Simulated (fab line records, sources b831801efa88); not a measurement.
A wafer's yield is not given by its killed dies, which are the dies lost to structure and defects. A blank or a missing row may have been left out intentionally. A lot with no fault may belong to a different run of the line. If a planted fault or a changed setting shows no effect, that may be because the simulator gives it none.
Shared-tool check | flow gf180mcu | Lots sampled 11, wafers sampled 33

== WHY IT WAS OPENED ==
At GF_PSD_RS_MEAS_15 the reading PSD_RS is flagged on 2 of 11 lots. No-fault wafers: 108.52 ohm/sq, standard deviation 0.25.
Rule: a lot gets a flag if all its wafers with a number sit over 4 standard deviations from that mean, or if no wafer of it has a number. The rest of the lots are taken to be sound.

lot  | measured     | on           | PSD_RS (ohm/sq), wafer by wafer | flag
L915 | day 14 02:41 | filmMetro-01 | 108.49 108.62 108.47            | 
L917 | day 14 23:17 | filmMetro-01 | 108.58 108.55 108.44            | 
L918 | day 15 04:42 | filmMetro-01 | 108.26 108.62 108.72            | 
L920 | day 15 23:31 | filmMetro-01 | 108.44 108.19 108.30            | 
L921 | day 16 10:45 | filmMetro-01 | 105.41 105.61 105.20            | FLAGGED
L922 | day 16 22:53 | filmMetro-04 | 105.11 105.04 105.53            | FLAGGED
L930 | day 19 14:57 | filmMetro-02 | 108.41 108.26 108.19            | 
L932 | day 20 09:00 | filmMetro-04 | 108.68 108.62 108.70            | 
L933 | day 20 15:56 | filmMetro-04 | 108.36 108.48 108.24            | 
L934 | day 21 01:23 | filmMetro-02 | 108.80 108.62 108.39            | 
L938 | day 22 06:14 | filmMetro-01 | 108.40 108.35 108.61            | 
The mean of the flagged lots' numbers is 105.32 ohm/sq, -3.20 ohm/sq from the usual (-13 standard deviations).

== TOOL THAT RAN EACH LOT ==
The record holds 2 process steps before the reading, out of a route of 602 steps. In each cell: the tool, then ch and the chambers that the sampled wafers went through, then the start.
lot  | flag    | GF_PSD_IMPLANT_09               | GF_PSD_STRIP_10
L915 |         | implanter-01 ch 0, day 14 02:08 | plasmaAsher-04 ch 0,1, day 14 02:17
L917 |         | implanter-03 ch 0, day 14 22:44 | plasmaAsher-04 ch 0,1, day 14 22:53
L918 |         | implanter-03 ch 0, day 15 04:08 | plasmaAsher-04 ch 0,1, day 15 04:17
L920 |         | implanter-02 ch 0, day 15 22:58 | plasmaAsher-03 ch 0,1, day 15 23:05
L921 | FLAGGED | implanter-02 ch 0, day 16 10:11 | plasmaAsher-03 ch 0,1, day 16 10:20
L922 | FLAGGED | implanter-02 ch 0, day 16 22:19 | plasmaAsher-01 ch 0,1, day 16 22:28
L930 |         | implanter-03 ch 0, day 19 14:23 | plasmaAsher-03 ch 0,1, day 19 14:32
L932 |         | implanter-02 ch 0, day 20 08:26 | plasmaAsher-03 ch 0,1, day 20 08:35
L933 |         | implanter-02 ch 0, day 20 15:23 | plasmaAsher-01 ch 0,1, day 20 15:32
L934 |         | implanter-02 ch 0, day 21 00:49 | plasmaAsher-03 ch 0,1, day 21 00:58
L938 |         | implanter-02 ch 0, day 22 05:41 | plasmaAsher-03 ch 0,1, day 22 05:50
What is done by these steps:
- GF_PSD_IMPLANT_09
- GF_PSD_STRIP_10: strips in O2/N2.
- GF_PSD_RS_MEAS_15: measures by four-point-probe.

== FLAGGED AGAINST TOTAL, ONE TOOL AT A TIME (gauges that did the reading follow at the end) ==
step              | tool           | lots run | flagged | share of the flagged lots | sound lots run after its first flagged lot
GF_PSD_IMPLANT_09 | implanter-01   | 1        | 0       | none                      | -
GF_PSD_IMPLANT_09 | implanter-02   | 7        | 2       | all                       | 4 (L932,L933,L934,L938)
GF_PSD_IMPLANT_09 | implanter-03   | 3        | 0       | none                      | -
GF_PSD_STRIP_10   | plasmaAsher-01 | 2        | 1       | some                      | 1 (L933)
GF_PSD_STRIP_10   | plasmaAsher-03 | 6        | 1       | some                      | 4 (L930,L932,L934,L938)
GF_PSD_STRIP_10   | plasmaAsher-04 | 3        | 0       | none                      | -
GF_PSD_RS_MEAS_15 | filmMetro-01   | 6        | 1       | some                      | 1 (L938)
GF_PSD_RS_MEAS_15 | filmMetro-02   | 2        | 0       | none                      | -
GF_PSD_RS_MEAS_15 | filmMetro-04   | 3        | 1       | some                      | 2 (L932,L933)

== WHAT THE TABLE ALLOWS ==
1 row of the table ran every flagged lot: implanter-02 at GF_PSD_IMPLANT_09.
- implanter-02 at GF_PSD_IMPLANT_09 ran 7 lots, 2 of them flagged. Sound lots ran on it after the first flagged one (L932, L933, L934, L938), which a lasting fault on the whole tool wouldn't allow. Its own readings lie more than 4 standard deviations out on every wafer of the flagged lots: beamOnS, endStationPressureTorr, faradayCurrentUA.
None of the table's rows ran every flagged lot and, after the first, no sound lot.

== WHAT THE SIMULATOR HAD PUT IN ==
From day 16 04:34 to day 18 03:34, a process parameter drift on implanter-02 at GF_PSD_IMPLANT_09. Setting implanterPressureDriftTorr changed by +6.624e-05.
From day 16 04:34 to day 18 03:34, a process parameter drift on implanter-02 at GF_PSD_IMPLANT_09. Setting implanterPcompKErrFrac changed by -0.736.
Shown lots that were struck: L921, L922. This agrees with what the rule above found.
